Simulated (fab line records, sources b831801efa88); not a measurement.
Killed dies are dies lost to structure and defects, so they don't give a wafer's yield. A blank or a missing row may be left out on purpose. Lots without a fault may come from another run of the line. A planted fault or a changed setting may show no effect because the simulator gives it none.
fab line records | flow sky130
record lots=6 wafers=18 last_day=50
route steps=708 shown LOCAL_INTERCONNECT@403 CONTACT@406
lots that met no fault: from a run of the same line without faults
start_h: hours from the record's first day to the start of the lot's first wafer shown | wait_h: hours since the lot's step before | " the same as in the row above | L1.1+2: a row that stands for several wafers | - no value, or no start given | * or withheld: withheld | < > ~ a bound
route shown NAME@n: a module of which the file shows steps, and the number in the route of the first | usual: mean/standard deviation of fault-free wafers | same: alike in all rows | chamber/n: place in a boat | sites: the reading at each site | _std_site: their standard deviation | _edge_site: outer sites' mean less inner sites' | radius_mm: how far each site lies from the wafer's centre | mask NAME#n: copy n | behind: the tool/chamber that last shaped the wafer | hold: why the lot was held/for how many hours/how that ended | device: the transistor (n, p or np) that didn't switch | end of line: the same wafers' tests at the end of the route | a step without rows: its recipe alone | killed: dies lost to structure and defects at the first sort, not the wafer's yield | map: a wafer's dies, x killed, . not, _ none there
set.NAME: the setting as run; set.NAME@STEP: as run at that earlier step | model.NAME: the simulator's own value behind a step, which no gauge read
lots at some steps of the route; a table a step, a row a wafer
services: from which hour (start_h, from the record's first day; less than 0 if before it) a tool's chamber was out of use, for how many hours, and why
## steps
# step SKY_LOCAL_INTERCONNECT_STRIP_16
# recipe chemistry=post_etch_residue_remover time_s=1200 temp_c=72.5
# step SKY_LOCAL_INTERCONNECT_CLEAN_17
# recipe chemistry=IPA time_s=180 temp_c=25
# step SKY_LOCAL_INTERCONNECT_CLEAN_18
# recipe chemistry=O3/DIW dry=n2_spin
# step SKY_CONTACT_CVD_00
# recipe material=Si3N4 target_thk_nm=75 temp_c=400 time_s=withheld rf_w=450
# usual heater_power_w=696/90 susceptor_temp_C=399.96/0.22
# columns lot.wafer tool chamber start_h wait_h heater_power_w susceptor_temp_C
L260.1 pecvd-03 1 700.97 0.0 870 399.89
L260.3 " 0 " " 626 400.10
L260.6 " 2 " " 705 400.04
L267.3 pecvd-04 2 767.78 0.0 684 399.62
L267.5 " 1 " " 707 400.21
L267.6 " 2 " " 708 399.80
L276.1 pecvd-03 0 828.63 0.0 662 400.05
L276.3 " 2 " " 759 400.19
L276.5 " 0 " " 675 399.93
L278.1 pecvd-01 1 845.73 0.0 624 399.92
L278.2 " 2 " " 542 399.59
L278.4 " 1 " " 622 399.61
L280.2 pecvd-03 2 859.91 0.0 684 399.63
L280.4 " 2 " " 695 399.72
L280.5 " 1 " " 811 399.75
L281.2 pecvd-01 1 877.44 0.0 609 400.46
L281.3 " 0 " " 655 399.73
L281.6 " 0 " " 644 400.01
# step SKY_CONTACT_THK_MEAS_01
# recipe reads=Si3N4_of_CONTACT_CVD_00
# usual CONTACT_CVD_00_THK=74.8/0.92
# columns lot.wafer tool chamber start_h wait_h CONTACT_CVD_00_THK[nm]
L260.1 film_metro-01 - 701.00 - 75.1
L260.3 " - " " 74.8
L260.6 " - " " 76.1
L267.3 film_metro-02 - 767.84 - 75.1
L267.5 " - " " 76.4
L267.6 " - " " 76.9
L276.1 film_metro-02 - 828.68 - 74.6
L276.3 " - " " 75.5
L276.5 " - " " 74.8
L278.1 film_metro-01 - 845.77 - 73.9
L278.2 " - " " 73.3
L278.4 " - " " 74.5
L280.2 film_metro-04 - 859.96 - 74.9
L280.4 " - " " 75.7
L280.5 " - " " 76.7
L281.2 film_metro-01 - 877.49 - 75.3
L281.3 " - " " 75.5
L281.6 " - " " 75.7
# step SKY_CONTACT_HDPCVD_02
# recipe material=SiO2 target_thk_nm=565 sigma_open_frac=0.3 time_s=94.2 temp_c=600 sih4_flow_sccm=60 pressure_mtorr=6
# step SKY_CONTACT_THK_MEAS_03
# recipe reads=SiO2_of_CONTACT_HDPCVD_02
# usual CONTACT_HDPCVD_THK=567/5.4
# columns lot.wafer tool chamber start_h wait_h CONTACT_HDPCVD_THK[nm]
L260.1 film_metro-04 - 701.13 0.0 562
L260.3 " - " " 565
L260.6 " - " " 564
L267.3 film_metro-02 - 767.97 0.1 569
L267.5 " - " " 569
L267.6 " - " " 569
L276.1 film_metro-01 - 828.81 0.0 568
L276.3 " - " " 561
L276.5 " - " " 565
L278.1 film_metro-02 - 845.89 0.0 559
L278.2 " - " " 571
L278.4 " - " " 563
L280.2 film_metro-02 - 860.09 0.0 568
L280.4 " - " " 574
L280.5 " - " " 569
L281.2 film_metro-01 - 877.62 0.0 573
L281.3 " - " " 577
L281.6 " - " " 570
# step SKY_CONTACT_CMP_04
# recipe material=SiO2 down_force_psi=4 platen_rpm=60 pad_velocity_m_s=0.94248
# usual motor_current_A=10.8/1.3 time_to_endpoint_s=84/3.7
# columns lot.wafer tool chamber start_h wait_h motor_current_A time_to_endpoint_s
L260.3 cmp-02 1 701.19 0.0 13.1 83
L260.1 " 0 " " 8.7 80
L260.6 " 1 " " 13.0 85
L267.3 cmp-02 3 768.01 0.0 11.4 82
L267.6 " 3 " " 11.6 83
L267.5 " 0 " " 9.2 82
L276.1 cmp-01 3 828.92 0.1 11.4 86
L276.3 " 1 " " 11.3 83
L276.5 " 3 " " 11.4 84
L278.1 cmp-01 3 846.00 0.1 11.0 81
L278.2 " 0 " " 10.3 86
L278.4 " 1 " " 11.1 86
L280.2 cmp-01 2 860.14 0.0 9.4 84
L280.4 " 3 " " 11.4 88
L280.5 " 2 " " 9.0 84
L281.2 cmp-02 3 877.96 0.3 11.3 90
L281.3 " 0 " " 9.2 83
L281.6 " 2 " " 11.3 85
# step SKY_CONTACT_BOW_MEAS_05
# recipe mode=bow
# usual CONTACT_BOW=82/7.4
# columns lot.wafer tool chamber start_h wait_h CONTACT_BOW[um]
L260.1 film_metro-02 - 701.49 0.1 86
L260.3 " - " " 86
L260.6 " - " " 89
L267.3 film_metro-02 - 768.35 0.3 68
L267.5 " - " " 84
L267.6 " - " " 74
L276.1 film_metro-04 - 829.17 0.2 90
L276.3 " - " " 86
L276.5 " - " " 83
L278.1 film_metro-02 - 846.25 0.2 83
L278.2 " - " " 74
L278.4 " - " " 82
L280.2 film_metro-04 - 860.46 0.3 74
L280.4 " - " " 82
L280.5 " - " " 84
L281.2 film_metro-04 - 878.18 0.2 81
L281.3 " - " " 80
L281.6 " - " " 78
# step SKY_CONTACT_DEHYDRATE_06
# recipe temp_c=200 time_s=60
# step SKY_CONTACT_HMDS_07
# recipe prime_time_s=60 prime_temp_c=120
# step SKY_CONTACT_COAT_08
# recipe resist=BARC temp_c=withheld time_s=withheld spin_rpm=3000 resist_thk_nm=60
# step SKY_CONTACT_COAT_09
# recipe resist=KrF-thick spin_rpm=3000 resist_thk_nm=450
# usual chill_plate_temp_C=23.02/0.1 exhaust_pa=44.8/0.78
# columns lot.wafer tool chamber start_h wait_h chill_plate_temp_C exhaust_pa model.KrF-thick_of_CONTACT_COAT_09.thk_nm
L260.1 litho_track-02 0 714 - 23.06 45.5 449.1
L260.3 " 0 " " 23.10 46.3 448.9
L260.6 " 0 715 - 23.07 45.8 449
L267.3 litho_track-01 0 781 - 23.29 45.1 452.9
L267.5 " 0 " " 23.12 44.6 453.5
L267.6 " 0 " " 23.21 44.6 453.8
L276.1 litho_track-01 0 842 - 23.10 45.1 451.3
L276.3 " 0 " " 23.13 44.8 451.6
L276.5 " 0 " " 22.95 44.9 400.2
L278.1 litho_track-01 0 859 - 23.01 44.1 451.7
L278.2 " 0 " " 23.20 45.3 399.2
L278.4 " 0 " " 23.07 45.0 399.9
L280.2 litho_track-02 0 873 - 22.97 44.6 452
L280.4 " 0 " " 23.02 44.7 451.7
L280.5 " 0 " " 22.97 44.8 450.1
L281.2 litho_track-02 0 890 - 23.25 45.1 450.5
L281.3 " 0 " " 23.04 44.9 451.1
L281.6 " 0 " " 23.11 44.3 450.9
# step SKY_CONTACT_SOFTBAKE_10
# recipe temp_c=100 time_s=90 resist=KrF-thick
# step SKY_CONTACT_EXPOSE_11
# recipe mask_id=CTM1 na=0.8 source_shape=annular sigma_inner=0.55 sigma_outer=0.85 target_cd_nm=170 dose_mj=38
# step SKY_CONTACT_PEB_12
# recipe peb_temp_c=withheld peb_time_s=withheld resist=KrF-thick
# step SKY_CONTACT_DEVELOP_13
# recipe develop_time_s=60 resist=KrF-thick dev_temp_c=21
# step SKY_CONTACT_CD_MEAS_14
# recipe target_cd_nm=170
# usual cd_nm=170.1/1.5
# columns lot.wafer tool chamber start_h wait_h cd_nm
L260.1 cd_sem-02 - 728.96 - 167.5
L260.3 " - " " 167.9
L260.6 " - " " 168.4
L267.3 cd_sem-02 - 794.43 - 168.3
L267.5 " - " " 170.2
L267.6 " - " " 170.4
L276.1 cd_sem-02 - 855.04 - 171.9
L276.3 " - " " 171.4
L276.5 " - " " 174.4
L278.1 cd_sem-01 - 872.96 - 171.0
L278.2 " - " " 173.2
L278.4 " - " " 173.5
L280.2 cd_sem-02 - 886.21 - 170.4
L280.4 " - " " 170.2
L280.5 " - " " 169.9
L281.2 cd_sem-01 - 903.36 - 171.1
L281.3 " - " " 169.8
L281.6 " - " " 170.2
# step SKY_CONTACT_OVL_MEAS_15
# usual CONTACT_OVL=1/5.6
# columns lot.wafer tool chamber start_h wait_h CONTACT_OVL[nm]
L260.1 overlay-02 - 729.08 0.1 4
L260.3 " - " " 2
L260.6 " - " " 9
L267.3 overlay-01 - 794.52 0.1 -10
L267.5 " - " " -1
L267.6 " - " " 0
L276.1 overlay-01 - 855.16 0.1 1
L276.3 " - " " -2
L276.5 " - " " -1
L278.1 overlay-02 - 873.08 0.1 0
L278.2 " - " " -2
L278.4 " - " " 0
L280.2 overlay-01 - 886.31 0.1 8
L280.4 " - " " 7
L280.5 " - " " 0
L281.2 overlay-02 - 903.46 0.1 2
L281.3 " - " " 8
L281.6 " - " " 7
# step SKY_CONTACT_ETCH_16
# recipe chemistry=N2/H2 target=BARC ion_energy_ev=200 source_w=500 bias_w=100 pressure_mtorr=30 n2_flow_sccm=100 h2_flow_sccm=200 stop_on=SiO2 time_s=45.9 target_depth_a=600
# usual drypump_motor_current_A=5.7/0.47 oes_product_au=0.855/0.0041 throttle_valve_pct=13.226/0.0093
# columns lot.wafer tool chamber start_h wait_h drypump_motor_current_A oes_product_au rf_hours_counter_h throttle_valve_pct
L260.1 rie_diel-02 1 729.12 0.0 6.0 0.852 3 13.232
L260.3 " 2 " " 5.5 0.850 18 13.213
L260.6 " 2 " " 5.6 0.853 - 13.229
L267.3 rie_diel-03 3 794.54 0.0 5.8 0.862 18 13.227
L267.5 " 1 " " 4.7 0.856 - 13.213
L267.6 " 0 " " 5.1 0.855 - 13.220
L276.1 rie_diel-01 0 855.19 0.0 6.6 0.845 10 13.218
L276.3 " 1 " " 5.3 0.858 26 13.222
L276.5 " 2 " " 5.7 0.856 - 13.219
L278.1 rie_diel-03 0 873.11 0.0 5.1 0.861 6 13.228
L278.2 " 1 " " 4.7 0.852 3 13.221
L278.4 " 2 " " 5.9 0.856 25 13.222
L280.2 rie_diel-03 3 886.34 0.0 5.9 0.863 21 13.227
L280.4 " 2 " " 6.0 0.856 26 13.223
L280.5 " 2 " " 5.9 0.847 - 13.243
L281.2 rie_diel-01 2 903.49 0.0 5.7 0.851 7 13.226
L281.3 " 0 " " 6.5 0.857 12 13.226
L281.6 " 1 " " 5.3 0.854 - 13.218
# step SKY_CONTACT_ETCH_17
# recipe target=SiO2 chemistry=C4F8/O2/Ar stop_on=Si3N4 mask_material=KrF-thick source_w=1500 bias_w=1200 pressure_mtorr=40 c4f8_flow_sccm=withheld O2_flow_sccm=6 Ar_flow_sccm=300 time_s=withheld target_depth_a=3400
# usual oes_product_au=0.892/0.0051
# columns lot.wafer tool chamber start_h wait_h oes_product_au
L260.1 rie_diel-02 1 729.16 0.0 0.899
L260.3 " 2 " " 0.891
L260.6 " 2 " " 0.884
L267.3 rie_diel-03 3 794.58 0.0 0.896
L267.5 " 1 " " 0.890
L267.6 " 0 " " 0.889
L276.1 rie_diel-01 0 855.23 0.0 0.885
L276.3 " 1 " " 0.884
L276.5 " 2 " " 0.886
L278.1 rie_diel-03 0 873.16 0.0 0.893
L278.2 " 1 " " 0.895
L278.4 " 2 " " 0.885
L280.2 rie_diel-03 3 886.38 0.0 0.893
L280.4 " 2 " " 0.886
L280.5 " 2 " " 0.881
L281.2 rie_diel-01 2 903.53 0.0 0.884
L281.3 " 0 " " 0.894
L281.6 " 1 " " 0.902
# step SKY_CONTACT_ETCH_18
# recipe target=Si3N4 chemistry=CHF3/O2 stop_on=TiN source_w=600 bias_w=200 pressure_mtorr=40 chf3_flow_sccm=50 O2_flow_sccm=5 time_s=39 target_depth_a=750
# usual O2_flow_sccm=4.999/0.015 drypump_motor_current_A=5.7/0.47 oes_product_au=0.854/0.007 throttle_valve_pct=8.792/0.0087
# columns lot.wafer tool chamber start_h wait_h O2_flow_sccm drypump_motor_current_A oes_product_au rf_hours_counter_h throttle_valve_pct model.KrF-thick_of_CONTACT_COAT_09.thk_nm
L260.1 rie_diel-02 1 - - 5.015 5.9 0.857 3 8.799 242
L260.3 " 2 " " 4.991 5.5 0.855 18 8.797 243.1
L260.6 " 2 " " 5.005 5.5 0.858 - 8.795 243.5
L267.3 rie_diel-03 3 - - 5.001 5.9 0.858 18 8.774 243.5
L267.5 " 1 " " 5.003 4.7 0.864 - 8.782 247.6
L267.6 " 0 " " 5.004 5.1 0.866 - 8.799 245
L276.1 rie_diel-01 0 - - 4.983 6.5 0.856 10 8.796 243.9
L276.3 " 1 " " 5.012 5.3 0.854 26 8.795 243.4
L276.5 " 2 " " 4.973 5.7 0.860 - 8.793 193.8
L278.1 rie_diel-03 0 - - 4.981 5.1 0.846 6 8.797 241.4
L278.2 " 1 " " 5.012 4.8 0.840 3 8.785 191.4
L278.4 " 2 " " 4.982 5.9 0.850 25 8.787 188.5
L280.2 rie_diel-03 3 - - 5.011 5.9 0.859 21 8.790 243.5
L280.4 " 2 " " 5.008 5.9 0.858 26 8.804 239.2
L280.5 " 2 " " 4.989 6.0 0.867 - 8.797 237.5
L281.2 rie_diel-01 2 - - 5.002 5.7 0.853 7 8.791 243.5
L281.3 " 0 " " 5.013 6.6 0.863 12 8.790 242.3
L281.6 " 1 " " 5.001 5.3 0.861 - 8.804 241.6
# step SKY_CONTACT_STRIP_19
# recipe chemistry=O2/N2 power_w=1400 pressure_mtorr=1500 platen_temp_c=withheld o2_flow_sccm=3000 n2_flow_sccm=300 overash_fraction=0.5
# usual drypump_motor_current_A=5.5/0.52 oes_product_au=0.381/0.0048 strip_time_to_endpoint_s=3.617/0.029
# same overash_fraction=0.5
# columns lot.wafer tool chamber start_h wait_h drypump_motor_current_A oes_product_au rf_hours_counter_h strip_time_to_endpoint_s
L260.1 plasma_asher-03 0 729.25 - 6.1 0.381 59 3.620
L260.3 " 1 " " 5.4 0.377 - 3.612
L260.6 " 1 " " 5.3 0.380 - 3.617
L267.3 plasma_asher-02 0 794.71 - 6.0 0.383 - 3.615
L267.5 " 0 " " 6.0 0.375 - 3.663
L267.6 " 1 " " 4.8 0.391 - 3.633
L276.1 plasma_asher-04 1 855.32 - 5.0 0.389 12 3.623
L276.3 " 1 " " 5.0 0.380 - 3.610
L276.5 " 1 " " 5.0 0.356 - 3.088
L278.1 plasma_asher-03 0 873.25 - 6.1 0.384 72 3.603
L278.2 " 1 " " 5.4 0.360 72 3.064
L278.4 " 0 " " 6.1 0.355 - 3.041
L280.2 plasma_asher-02 0 886.47 - 6.0 0.379 109 3.610
L280.4 " 0 " " 6.0 0.376 - 3.585
L280.5 " 1 " " 4.8 0.374 - 3.559
L281.2 plasma_asher-02 0 903.62 - 6.0 0.376 111 3.616
L281.3 " 0 " " 6.1 0.386 - 3.636
L281.6 " 1 " " 4.8 0.383 - 3.614
# step SKY_CONTACT_STRIP_20
# recipe chemistry=post_etch_residue_remover time_s=1200 temp_c=72.5
## services
# columns tool chamber start_h hours kind
rie_diel-03 2 702.94 15.2 repair
rie_diel-01 2 707.07 6.9 repair
cmp-02 - 713.59 10.9 pm
rie_diel-02 0 725.53 1.5 repair
rie_diel-02 2 733.54 1.7 repair
cmp-02 - 734.63 1.6 repair
cmp-01 - 739.09 3.9 pm
cmp-01 - 742.95 6.6 pm
cmp-02 - 744.00 4.0 pm
rie_diel-01 1 745.26 1.8 repair
cmp-01 - 750.00 0.5 repair
pecvd-03 - 752.58 5.5 pm
cmp-02 - 756.23 0.3 repair
rie_diel-03 - 762.35 2.8 pm
cmp-01 - 762.51 3.1 repair
rie_diel-02 0 771.68 15.2 repair
rie_diel-03 0 774.18 4.5 repair
pecvd-03 - 777.13 1.0 repair
cmp-02 - 781.60 3.5 repair
rie_diel-03 - 787.55 0.2 repair
rie_diel-01 - 804.79 2.7 pm
rie_diel-03 0 822.64 36.7 repair
rie_diel-01 0 834.03 5.8 repair
rie_diel-03 - 890.59 4.3 pm
## key
first_sign step=SKY_CONTACT_CD_MEAS_14 reading=cd_nm direction=up sigmas=2.3 usual=170.1 struck=173.7
effect step=SKY_CONTACT_STRIP_19 reading=strip_time_to_endpoint_s direction=down sigmas=19 usual=* struck=*
model_effect step=SKY_CONTACT_COAT_09 value=KrF-thick_of_CONTACT_COAT_09.thk_nm without=450.7 struck=399.8
model_effect step=SKY_CONTACT_ETCH_18 value=KrF-thick_of_CONTACT_COAT_09.thk_nm without=242.2 struck=191.2
met_at SKY_CONTACT_COAT_09
struck_wafers L276.5,L278.2,L278.4
tester_left_out L276,L278
onset_between 781 842
fault kind=process_parameter_drift tool=litho_track-01 chamber=- onset_h=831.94 steps=SKY_CONTACT_COAT_09 channel=resist_thk_nm offset=-50.856 shape=step end_h=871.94 scope=struck_wafers_only acts_in=these_recipes_only stated=450
# tester_left_out: of these lots the tester's yield and bins aren't shown, on N5 and GAA mostly nor the transistor test; their killed dies are dies lost to structure and defects alone, not to doping, threshold or leakage, so they don't give the yield
